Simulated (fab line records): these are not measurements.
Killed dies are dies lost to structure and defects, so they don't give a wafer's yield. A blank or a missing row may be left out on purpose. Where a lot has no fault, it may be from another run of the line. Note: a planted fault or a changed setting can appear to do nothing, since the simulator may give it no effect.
Which tool is to blame? :: flow sky130 :: 14 lots with 42 wafers sampled at 4 steps, on a route of 708 steps

== WHAT THE GAUGES SHOWED, per wafer ==
SKY_RES_PROTECT_TW_MEAS_08.
lot: L630
measured: day 14 16:53
on: filmMetro-03
POLY_GATE_TW: 4074 4077 4078

lot: L632
measured: day 15 16:29
on: filmMetro-01
POLY_GATE_TW: 3985 3977 3975

lot: L635
measured: day 16 08:08
on: filmMetro-03
POLY_GATE_TW: 4014 4025 4040

lot: L639
measured: day 17 20:38
on: filmMetro-01
POLY_GATE_TW: 3932 3953 3954

lot: L640
measured: day 18 11:41
on: filmMetro-03
POLY_GATE_TW: 4045 4058 4065

lot: L643
measured: day 19 14:48
on: filmMetro-03
POLY_GATE_TW: 4027 4058 4054

lot: L644
measured: day 20 03:41
on: filmMetro-01
POLY_GATE_TW: 3973 3977 3953

lot: L645
measured: day 20 05:41
on: filmMetro-01
POLY_GATE_TW: 3939 3940 3979

lot: L646
measured: day 21 01:47
on: filmMetro-03
POLY_GATE_TW: 4087 4064 4099

lot: L648
measured: day 21 09:37
on: filmMetro-01
POLY_GATE_TW: 3942 3936 3925

lot: L649
measured: day 21 14:35
on: filmMetro-04
POLY_GATE_TW: 4089 4089 4112

lot: L650
measured: day 22 01:08
on: filmMetro-04
POLY_GATE_TW: 4114 4118 4130

lot: L651
measured: day 22 21:55
on: filmMetro-01
POLY_GATE_TW: 4006 4006 4000

lot: L653
measured: day 23 10:38
on: filmMetro-03
POLY_GATE_TW: 4060 4044 4060

SKY_LDD_N_OVL_MEAS_07.
lot: L630
measured: day 17 05:47
on: overlay-01
LDD_N_OVL (nm): 0.4 0.1 -0.5

lot: L632
measured: day 18 07:55
on: overlay-02
LDD_N_OVL (nm): -2.2 -0.9 -1.7

lot: L635
measured: day 19 00:37
on: overlay-02
LDD_N_OVL (nm): -1.1 -1.7 -0.7

lot: L639
measured: day 20 16:58
on: overlay-02
LDD_N_OVL (nm): -1.1 -2.3 -1.9

lot: L640
measured: day 21 06:02
on: overlay-02
LDD_N_OVL (nm): -0.8 -1.5 -2.3

lot: L643
measured: day 22 07:35
on: overlay-02
LDD_N_OVL (nm): 0.3 -1.3 -0.1

lot: L644
measured: day 22 21:20
on: overlay-01
LDD_N_OVL (nm): -0.9 -1.6 -0.4

lot: L645
measured: day 22 22:56
on: overlay-01
LDD_N_OVL (nm): 3.0 1.6 1.5

lot: L646
measured: day 23 18:29
on: overlay-02
LDD_N_OVL (nm): -0.1 1.4 0.3

lot: L648
measured: day 24 01:38
on: overlay-02
LDD_N_OVL (nm): 1.4 0.9 1.3

lot: L649
measured: day 24 08:37
on: overlay-02
LDD_N_OVL (nm): -2.3 -1.3 -2.3

lot: L650
measured: day 24 19:55
on: overlay-01
LDD_N_OVL (nm): 0.9 0.6 -0.6

lot: L651
measured: day 25 12:19
on: overlay-02
LDD_N_OVL (nm): 0.9 2.2 1.4

lot: L653
measured: day 26 01:23
on: overlay-01
LDD_N_OVL (nm): 3.6 4.1 2.8

SKY_LDD_HVP_OVL_MEAS_07.
lot: L630
measured: day 21 03:26
on: overlay-02
LDD_HVP_OVL (nm): -2.7 -3.0 -2.0

lot: L632
measured: day 22 05:05
on: overlay-02
LDD_HVP_OVL (nm): 0.3 -0.3 -1.4

lot: L635
measured: day 22 20:57
on: overlay-01
LDD_HVP_OVL (nm): 1.4 1.1 0.6

lot: L639
measured: day 24 12:38
on: overlay-02
LDD_HVP_OVL (nm): -0.5 -0.1 -0.5

lot: L640
measured: day 25 02:05
on: overlay-01
LDD_HVP_OVL (nm): 0.0 1.0 2.2

lot: L643
measured: day 26 01:06
on: overlay-01
LDD_HVP_OVL (nm): 2.8 3.9 3.0

lot: L644
measured: day 26 13:02
on: overlay-02
LDD_HVP_OVL (nm): -3.1 -2.0 0.1

lot: L645
measured: day 26 15:47
on: overlay-01
LDD_HVP_OVL (nm): -2.5 -1.4 -2.8

lot: L646
measured: day 27 12:17
on: overlay-02
LDD_HVP_OVL (nm): -1.6 -0.9 -1.8

lot: L648
measured: day 27 17:29
on: overlay-01
LDD_HVP_OVL (nm): -2.0 -0.4 -1.1

lot: L649
measured: day 28 00:02
on: overlay-02
LDD_HVP_OVL (nm): -0.7 -1.1 -2.3

lot: L650
measured: day 28 11:23
on: overlay-02
LDD_HVP_OVL (nm): -1.2 -0.2 0.4

lot: L651
measured: day 29 03:47
on: overlay-02
LDD_HVP_OVL (nm): -0.8 -1.2 -1.3

lot: L653
measured: day 29 17:26
on: overlay-02
LDD_HVP_OVL (nm): -0.5 -2.4 -1.9

== TOOL THAT RAN EACH LOT (tool first, then ch and the chambers of the sampled wafers, then the start) ==
lot: L630
SKY_LDD_N_IMPLANT_08: implanter-01 ch 0, day 17 05:49

lot: L632
SKY_LDD_N_IMPLANT_08: implanter-01 ch 0, day 18 07:59

lot: L635
SKY_LDD_N_IMPLANT_08: implanter-01 ch 0, day 19 00:41

lot: L639
SKY_LDD_N_IMPLANT_08: implanter-01 ch 0, day 20 17:00

lot: L640
SKY_LDD_N_IMPLANT_08: implanter-01 ch 0, day 21 06:04

lot: L643
SKY_LDD_N_IMPLANT_08: implanter-03 ch 0, day 22 07:40

lot: L644
SKY_LDD_N_IMPLANT_08: implanter-03 ch 0, day 22 21:22

lot: L645
SKY_LDD_N_IMPLANT_08: implanter-03 ch 0, day 22 22:59

lot: L646
SKY_LDD_N_IMPLANT_08: implanter-02 ch 0, day 23 18:31

lot: L648
SKY_LDD_N_IMPLANT_08: implanter-02 ch 0, day 24 01:40

lot: L649
SKY_LDD_N_IMPLANT_08: implanter-03 ch 0, day 24 08:41

lot: L650
SKY_LDD_N_IMPLANT_08: implanter-03 ch 0, day 24 19:59

lot: L651
SKY_LDD_N_IMPLANT_08: implanter-02 ch 0, day 25 12:21

lot: L653
SKY_LDD_N_IMPLANT_08: implanter-03 ch 0, day 26 01:25
- SKY_LDD_N_IMPLANT_08

== AS READ BY THE TOOLS THEMSELVES (means over the sampled wafers that have a number; for cases with no such wafer, the mark the record gives instead) ==
SKY_LDD_N_IMPLANT_08.
lot: L630
tool: implanter-01
doseIonsCm2: 7.5e+13
faradayCurrentUA: 418

lot: L632
tool: implanter-01
doseIonsCm2: 7.5e+13
faradayCurrentUA: 438

lot: L635
tool: implanter-01
doseIonsCm2: 7.5e+13
faradayCurrentUA: 428

lot: L639
tool: implanter-01
doseIonsCm2: 8.4e+13
faradayCurrentUA: 467

lot: L640
tool: implanter-01
doseIonsCm2: 8.4e+13
faradayCurrentUA: 470

lot: L643
tool: implanter-03
doseIonsCm2: 7.5e+13
faradayCurrentUA: 427

lot: L644
tool: implanter-03
doseIonsCm2: 7.5e+13
faradayCurrentUA: 428

lot: L645
tool: implanter-03
doseIonsCm2: 7.5e+13
faradayCurrentUA: 425

lot: L646
tool: implanter-02
doseIonsCm2: 7.5e+13
faradayCurrentUA: 417

lot: L648
tool: implanter-02
doseIonsCm2: 7.5e+13
faradayCurrentUA: 419

lot: L649
tool: implanter-03
doseIonsCm2: 7.5e+13
faradayCurrentUA: 425

lot: L650
tool: implanter-03
doseIonsCm2: 7.5e+13
faradayCurrentUA: 425

lot: L651
tool: implanter-02
doseIonsCm2: 7.5e+13
faradayCurrentUA: 426

lot: L653
tool: implanter-03
doseIonsCm2: 7.5e+13
faradayCurrentUA: 417

== THE ANSWER, worked out from the rows above alone ==
Rule: the lots themselves supply what counts as usual. Put in order of their means at a reading, lots are off if they are a third of the lots or fewer, leave a main group of 4 or more, and stand apart from it by a gap of 3 or more times the standard deviation of the main group's means; of several such gaps the widest counts. A main group is skipped when, at the precision printed for the reading in the tables above, its means are all equal. A lot without any number at a reading at which 4 lots or more have one is off too. Where the step has rows for the other lots, those lots are counted as sound. First the gauges in route order, then the tools' own readings, where a lot's mean is used as printed above. The first step at which some lot is off is used, and at that step the reading that is off furthest; a lot without a number counts as furthest.
Off at SKY_LDD_N_IMPLANT_08 (faradayCurrentUA): L639, L640. The main group has a mean of 424 with a standard deviation of 5.8.
A tool fits if, at that step or a process step before it, it ran every lot that is off, and no sound lot after the first of them. One candidate fits, namely implanter-01 at SKY_LDD_N_IMPLANT_08. A fault onset in the window from L635 (day 19 00:41, its last sound lot) to L639 (day 20 17:00, its first lot off) fits.
The tool's own readings at SKY_LDD_N_IMPLANT_08 bear it out: on the lots that are off they differ by more than 5 times the standard deviation of the sound lots' means. doseIonsCm2 reads 8.4e+13 there against 7.5e+13 on the sound lots; faradayCurrentUA reads 468 there against 424 on the sound lots.

== WHAT WAS PUT IN BY THE SIMULATOR ==
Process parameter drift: implanter-01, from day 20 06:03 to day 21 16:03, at SKY_LDD_N_IMPLANT_08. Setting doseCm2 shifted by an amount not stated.
Lots struck among those shown: L639, L640. This agrees with what the rule above found.
